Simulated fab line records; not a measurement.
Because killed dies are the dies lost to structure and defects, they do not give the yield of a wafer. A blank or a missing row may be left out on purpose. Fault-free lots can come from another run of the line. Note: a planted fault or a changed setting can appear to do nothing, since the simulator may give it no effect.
fab line records | flow sky130
record: lots: 12 wafers: 36 last-day: 50
route steps=708 shown FIELD_ISO@26 VT_ADJUST_LVTN@99 VT_ADJUST_HVTR@138
lots with no fault: from the same line, run without faults
start-h: hours from the record's opening day to when the first of the lot's shown wafers began | wait-h: hours elapsed since this lot's preceding step | " identical to the entry in the row above | L1.1+2: one row covering several wafers at once | - value missing, or start not given | * or withheld: withheld | < > ~ a bound
route shown NAME@n: names a module that has steps shown in the file, with the first one's number in the route | usual: mean/standard deviation of fault-free wafers | same: alike in all rows | chamber/n: place in a boat | sites: each site's reading | _std_site: standard deviation across them | _edge_site: outer sites' mean less inner sites' | radius-mm: how far each site lies from the wafer's centre | mask NAME#n: copy n | behind: the tool/chamber that last shaped the wafer | hold: the reason the lot was held/the length of the hold in hours/how it ended | device: the n, p or np transistor that did not switch | end of line: the tests these same wafers got at the end of their route | a step without rows: its recipe alone | killed: dies that structure and defects cost at the first sort, which is not the same as the wafer's yield | map: dies across one wafer; x = killed, . = not, _ = none there
set.NAME: the setting the step ran with; set.NAME@STEP: the setting that earlier step ran with | model.NAME: the simulator's own value behind a step, which no gauge read
steps of the route over a sample of lots; a table a step, a row a wafer
services: from which hour (start-h, from the record's first day; less than 0 if before it) a tool's chamber was out of use, for how many hours, and why
== steps ==
step: SKY_FIELD_ISO_THK_MEAS_25
recipe: reads: SiO2_of_FIELD_ISO_CVD_24
usual: FIELD_ISO_CVD_24_THK: 596/7.2
columns lot.wafer tool chamber start-h wait-h FIELD_ISO_CVD_24_THK[nm]
L755.3 film-metro-02 - 39.44 0.1 599
L755.4 " - " " 599
L755.6 " - " " 596
L758.1 film-metro-01 - 48.51 0.0 597
L758.2 " - " " 592
L758.3 " - " " 603
L757.3 film-metro-02 - 48.53 0.1 602
L757.4 " - " " 599
L757.5 " - " " 610
L759.3 film-metro-01 - 55.00 0.1 600
L759.5 " - " " 606
L759.6 " - " " 596
L763.1 film-metro-01 - 73.29 0.0 595
L763.4 " - " " 590
L763.5 " - " " 591
L765.1 film-metro-02 - 82.94 0.0 603
L765.4 " - " " 591
L765.6 " - " " 591
L771.1 film-metro-01 - 113.38 0.0 608
L771.5 " - " " 605
L771.6 " - " " 594
L772.2 film-metro-02 - 120.24 0.0 602
L772.3 " - " " 598
L772.6 " - " " 606
L773.1 film-metro-02 - 123.99 0.0 615
L773.5 " - " " 611
L773.6 " - " " 602
L775.2 film-metro-01 - 135.53 0.0 601
L775.4 " - " " 596
L775.6 " - " " 598
L777.1 film-metro-02 - 144.63 0.0 585
L777.2 " - " " 594
L777.4 " - " " 595
L778.1 film-metro-01 - 149.23 0.0 602
L778.4 " - " " 601
L778.5 " - " " 585
step: SKY_VT_ADJUST_LVTN_COAT_02
recipe: spin-rpm: 2000 resist-thk-nm: 3000
usual: resist-line-temp-C: 23.00/0.1
columns lot.wafer tool chamber start-h wait-h resist-line-temp-C
L755.3 litho-track-02 0 143.84 0.1 22.95
L755.4 " 0 " " 22.98
L755.6 " 0 " " 23.02
L757.3 litho-track-04 0 151.71 0.1 22.97
L757.4 " 0 " " 22.72
L757.5 " 0 " " 22.91
L758.1 litho-track-01 0 151.79 0.1 23.13
L758.2 " 0 " " 22.99
L758.3 " 0 " " 23.08
L759.3 litho-track-04 0 158.21 0.1 23.00
L759.5 " 0 " " 22.86
L759.6 " 0 " " 22.94
L763.1 litho-track-04 0 181.56 0.1 23.12
L763.4 " 0 " " 23.00
L763.5 " 0 " " 23.02
L765.1 litho-track-04 0 196.66 0.1 23.19
L765.4 " 0 " " 23.30
L765.6 " 0 " " 23.07
L771.1 litho-track-01 0 233.49 0.1 22.76
L771.5 " 0 " " 22.91
L771.6 " 0 " " 22.95
L772.2 litho-track-02 0 239.26 0.1 22.98
L772.3 " 0 " " 22.95
L772.6 " 0 " " 23.02
L773.1 litho-track-01 0 244.19 0.1 22.99
L773.5 " 0 " " 23.01
L773.6 " 0 " " 23.18
L775.2 litho-track-04 0 261.48 0.1 22.89
L775.4 " 0 " " 22.97
L775.6 " 0 " " 22.78
L778.1 litho-track-01 0 276.04 0.1 23.05
L778.4 " 0 " " 23.05
L778.5 " 0 " " 23.11
L777.1 litho-track-04 0 276.26 0.1 23.08
L777.2 " 0 " " 23.02
L777.4 " 0 " " 23.09
step: SKY_VT_ADJUST_LVTN_STRIP_09
recipe: chemistry: O2/N2 power-w: 1400 pressure-mtorr: 1500 platen-temp-c: withheld o2-flow-sccm: 3000 n2-flow-sccm: 300 overash-fraction: 0.5
usual: drypump-motor-current-A: 5.8/0.34 o2-flow-sccm: 2999/8.8 oes-product-au: 0.723/0.0049 strip-time-to-endpoint-s: 36.94/0.1
columns lot.wafer tool chamber start-h wait-h drypump-motor-current-A o2-flow-sccm oes-product-au rf-hours-counter-h strip-time-to-endpoint-s
L755.3 plasma-asher-03 1 153.86 0.1 5.3 3000 0.718 - 37.01
L755.4 " 0 " " 6.1 2999 0.717 - 37.01
L755.6 " 0 " " 6.1 2990 0.721 - 37.16
L757.3 plasma-asher-03 0 161.66 0.1 6.1 2999 0.721 - 37.16
L757.4 " 1 " " 5.3 2988 0.724 - 37.06
L757.5 " 0 " " 6.1 2992 0.716 - 37.03
L758.1 plasma-asher-03 1 161.95 0.1 5.3 2996 0.720 50 36.96
L758.2 " 0 " " 6.1 2995 0.714 50 36.89
L758.3 " 0 " " 6.1 3010 0.715 - 36.96
L759.3 plasma-asher-01 0 168.01 0.1 5.9 3009 0.719 - 36.88
L759.5 " 1 " " 6.2 2997 0.720 - 36.96
L759.6 " 0 " " 5.9 3001 0.729 - 36.80
L763.1 plasma-asher-04 0 191.55 0.1 5.7 3011 0.729 37 36.67
L763.4 " 0 " " 5.7 3012 0.720 - 30.42
L763.5 " 0 " " 5.7 3006 0.724 - 36.73
L765.1 plasma-asher-01 0 208.47 0.1 5.9 3011 0.725 53 37.13
L765.4 " 0 " " 5.9 3009 0.723 - 30.64
L765.6 " 0 " " 5.9 3018 0.718 - 30.66
L771.1 plasma-asher-03 0 245.25 0.1 6.1 2998 0.715 59 36.91
L771.5 " 1 " " 5.3 2987 0.725 - 36.99
L771.6 " 0 " " 6.0 3006 0.719 - 36.94
L772.2 plasma-asher-03 1 250.98 0.1 5.3 3003 0.731 59 37.09
L772.3 " 0 " " 6.1 2992 0.728 - 37.01
L772.6 " 1 " " 5.3 2989 0.718 - 37.09
L773.1 plasma-asher-03 0 257.03 0.1 6.1 2995 0.719 59 36.92
L773.5 " 0 " " 6.1 2992 0.724 - 36.84
L773.6 " 1 " " 5.3 2991 0.728 - 36.92
L775.2 plasma-asher-03 1 273.87 0.1 5.3 3003 0.726 62 36.94
L775.4 " 1 " " 5.3 3009 0.718 - 36.99
L775.6 " 0 " " 6.1 3013 0.723 - 36.87
L778.1 plasma-asher-03 0 288.37 0.1 6.1 3005 0.729 63 37.23
L778.4 " 1 " " 5.3 3004 0.731 - 37.00
L778.5 " 1 " " 5.3 2999 0.725 - 37.03
L777.1 plasma-asher-04 1 288.72 0.1 6.1 3001 0.726 48 36.98
L777.2 " 0 " " 5.7 3000 0.724 48 36.95
L777.4 " 1 " " 6.1 2991 0.714 - 36.91
step: SKY_VT_ADJUST_LVTN_STRIP_20
recipe: chemistry: O2/N2 power-w: 1400 pressure-mtorr: 1500 platen-temp-c: withheld o2-flow-sccm: 3000 n2-flow-sccm: 300 overash-fraction: 0.5
usual: drypump-motor-current-A: 5.89/0.29 o2-flow-sccm: 3001/10 oes-product-au: 0.715/0.0045 strip-time-to-endpoint-s: 14.19/0.04
columns lot.wafer tool chamber start-h wait-h drypump-motor-current-A o2-flow-sccm oes-product-au rf-hours-counter-h strip-time-to-endpoint-s
L755.3 plasma-asher-01 0 174.11 0.1 5.90 3014 0.718 - 14.14
L755.4 " 1 " " 6.22 3009 0.723 - 14.17
L755.6 " 1 " " 6.21 2996 0.714 - 14.14
L757.3 plasma-asher-01 1 182.43 0.1 6.21 2991 0.711 - 14.26
L757.4 " 0 " " 5.92 3006 0.718 - 14.20
L757.5 " 0 " " 5.90 3016 0.713 - 14.25
L758.1 plasma-asher-04 0 182.62 0.1 5.76 3030 0.713 36 14.22
L758.2 " 1 " " 6.04 3015 0.714 36 14.17
L758.3 " 0 " " 5.76 3010 0.710 - 14.19
L759.3 plasma-asher-04 1 188.55 0.1 6.00 3016 0.724 - 14.21
L759.5 " 1 " " 6.03 2994 0.710 - 14.22
L759.6 " 0 " " 5.78 3002 0.715 - 14.28
L763.1 plasma-asher-01 0 212.62 0.1 5.92 3008 0.711 53 14.20
L763.4 " 0 " " 5.93 3021 0.720 - 14.22
L763.5 " 0 " " 5.90 2998 0.717 - 14.16
L765.1 plasma-asher-01 1 231.05 0.1 6.22 3001 0.715 55 14.16
L765.4 " 1 " " 6.19 2990 0.713 - 14.18
L765.6 " 1 " " 6.22 3001 0.715 - 14.13
L771.1 plasma-asher-03 0 267.60 0.1 6.08 3005 0.721 61 14.19
L771.5 " 0 " " 6.11 3003 0.721 - 14.19
L771.6 " 1 " " 5.31 2984 0.711 - 14.22
L772.2 plasma-asher-03 1 274.70 0.1 5.35 2999 0.716 62 14.16
L772.3 " 0 " " 6.08 3013 0.708 - 14.14
L772.6 " 0 " " 6.06 3006 0.715 - 14.16
L773.1 plasma-asher-04 0 281.05 0.1 5.75 2982 0.710 47 14.23
L773.5 " 0 " " 5.74 3004 0.717 - 14.23
L773.6 " 1 " " 6.06 3006 0.721 - 14.26
L775.2 plasma-asher-01 0 298.78 0.1 5.89 3011 0.718 60 14.23
L775.4 " 0 " " 5.88 3009 0.712 - 14.23
L775.6 " 0 " " 5.91 3014 0.715 - 14.16
L778.1 plasma-asher-04 1 314.23 0.1 6.05 2984 0.723 50 14.16
L778.4 " 0 " " 5.73 2996 0.708 - 14.16
L778.5 " 0 " " 5.72 3000 0.715 - 14.15
L777.1 plasma-asher-01 0 314.53 0.1 5.89 3020 0.717 61 14.20
L777.2 " 1 " " 6.20 2981 0.710 61 14.24
L777.4 " 0 " " 5.91 2993 0.718 - 14.25
step: SKY_VT_ADJUST_HVTR_CD_MEAS_07
recipe: target-cd-nm: 380
usual: cd-nm: 379.5/2.6
columns lot.wafer tool chamber start-h wait-h cd-nm
L755.3 cd-sem-01 - 216.89 0.1 381.4
L755.4 " - " " 381.0
L755.6 " - " " 381.7
L757.3 cd-sem-02 - 225.54 0.1 384.5
L757.4 " - " " 381.6
L757.5 " - " " 383.3
L758.1 cd-sem-02 - 226.45 0.1 380.4
L758.2 " - " " 382.8
L758.3 " - " " 382.6
L759.3 cd-sem-01 - 233.89 0.1 379.4
L759.5 " - " " 380.3
L759.6 " - " " 381.9
L763.1 cd-sem-02 - 259.10 0.1 382.7
L763.4 " - " " 382.0
L763.5 " - " " 382.9
L765.1 cd-sem-01 - 278.80 0.1 380.7
L765.4 " - " " 380.9
L765.6 " - " " 381.6
L771.1 cd-sem-01 - 318.25 0.1 377.3
L771.5 " - " " 382.5
L771.6 " - " " 378.5
L772.2 cd-sem-01 - 325.12 0.1 377.5
L772.3 " - " " 376.0
L772.6 " - " " 375.7
L773.1 cd-sem-02 - 332.28 0.1 379.6
L773.5 " - " " 379.6
L773.6 " - " " 379.3
L775.2 cd-sem-01 - 351.55 0.1 381.1
L775.4 " - " " 376.9
L775.6 " - " " 379.0
L778.1 cd-sem-02 - 367.70 0.1 382.6
L778.4 " - " " 379.8
L778.5 " - " " 383.0
L777.1 cd-sem-01 - 367.73 0.1 377.3
L777.2 " - " " 377.9
L777.4 " - " " 376.9
== services ==
columns tool chamber start-h hours kind
plasma-asher-03 - 162.68 1.5 repair
plasma-asher-03 - 219.56 2.9 repair
plasma-asher-01 - 262.75 20.2 repair
== key ==
first-sign: step: SKY_VT_ADJUST_LVTN_STRIP_09 reading: strip-time-to-endpoint-s direction: down sigmas: 61 usual: * struck: *
effect none on later readings
met-at SKY_VT_ADJUST_LVTN_COAT_02
struck-lots L763,L765
struck-wafers L763.4,L765.4,L765.6
tester-left-out L763,L765
not-acting-at SKY_FIELD_ISO_THK_MEAS_25,SKY_VT_ADJUST_LVTN_STRIP_20,SKY_VT_ADJUST_HVTR_CD_MEAS_07
onset-between 158.21 181.56
fault: kind: process-parameter-drift tool: litho-track-04 chamber: - onset-h: 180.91 steps: SKY_VT_ADJUST_LVTN_COAT_02 channel: resist-thk-nm offset: -552.97 shape: step end-h: 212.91 scope: struck-wafers-only acts-in: these-recipes-only stated: 3000
tester-left-out: of these lots the tester's yield and bins aren't shown, on N5 and GAA mostly nor the transistor test; their killed dies are dies lost to structure and defects alone, not to doping, threshold or leakage, so they don't give the yield
